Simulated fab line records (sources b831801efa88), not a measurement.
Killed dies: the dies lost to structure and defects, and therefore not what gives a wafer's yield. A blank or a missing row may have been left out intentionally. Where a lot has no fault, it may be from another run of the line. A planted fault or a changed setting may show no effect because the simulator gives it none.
Which tool is to blame? ; flow sky130 ; 72 wafers sampled from 24 lots at 1 step of a route of 708

== WHAT THE GAUGES SHOWED, per wafer ==
SKY_METAL1_THK_MEAS_06: measures by xrf. Usual: METAL1_ALCU_THK 250 nm, standard deviation 3.1.
lot;measured;on;METAL1_ALCU_THK (nm);flag
L074;day 31 11:07;film-metro-04;248 245 247;
L075;day 32 19:19;film-metro-04;249 249 248;
L076;day 32 20:25;film-metro-01;248 249 248;
L077;day 32 21:39;film-metro-03;249 248 247;
L079;day 33 00:49;film-metro-03;254 255 253;
L078;day 33 04:34;film-metro-03;247 247 248;
L080;day 33 12:46;film-metro-01;249 251 250;
L081;day 34 00:52;film-metro-03;251 251 249;
L082;day 34 11:37;film-metro-03;249 254 248;
L084;day 34 15:41;film-metro-03;249 250 250;
L083;day 34 19:27;film-metro-01;250 252 249;
L085;day 34 21:49;film-metro-01;253 249 252;
L086;day 35 14:19;film-metro-03;252 252 252;
L087;day 36 00:11;film-metro-01;252 249 253;
L088;day 36 02:22;film-metro-01;246 242 243;
L089;day 36 09:34;film-metro-03;255 254 252;
L090;day 36 20:31;film-metro-03;251 252 251;
L091;day 37 00:51;film-metro-01;252 252 252;
L092;day 37 06:04;film-metro-03;251 250 250;
L093;day 37 21:12;film-metro-03;257 256 258;
L094;day 38 10:15;film-metro-04;251 250 252;
L095;day 39 02:30;film-metro-01;245 245 243;
L097;day 39 17:25;film-metro-04;251 250 250;
L096;day 39 19:53;film-metro-03;252 247 251;

== EACH LOT AND THE TOOL THAT RAN IT (in order: tool; ch and the chambers of the sampled wafers; start) ==
No process step before these readings appears in the record.

== WHAT THE TOOLS THEMSELVES READ (means of the sampled wafers that have a number; where no wafer has one, the mark that the record gives instead) ==
The record holds no such reading with a usual standard deviation.

== THE ANSWER, worked out from the rows above alone ==
Rule: a lot is off if the mean of its wafers that have a number lies more than 3 standard deviations from the usual mean. Also off: a lot with no number at a reading for which 4 or more lots have one. The other lots that the step has rows for count as sound. After the gauges, taken in route order, come the tools' own readings; for these a lot's mean is taken, as printed above. At the first step where some lot is off, the reading lying furthest off is the one used; lots without a number count as furthest.
None of the lots is off at any reading shown; this tells nothing.

== WHAT HAD BEEN PUT IN BY THE SIMULATOR ==
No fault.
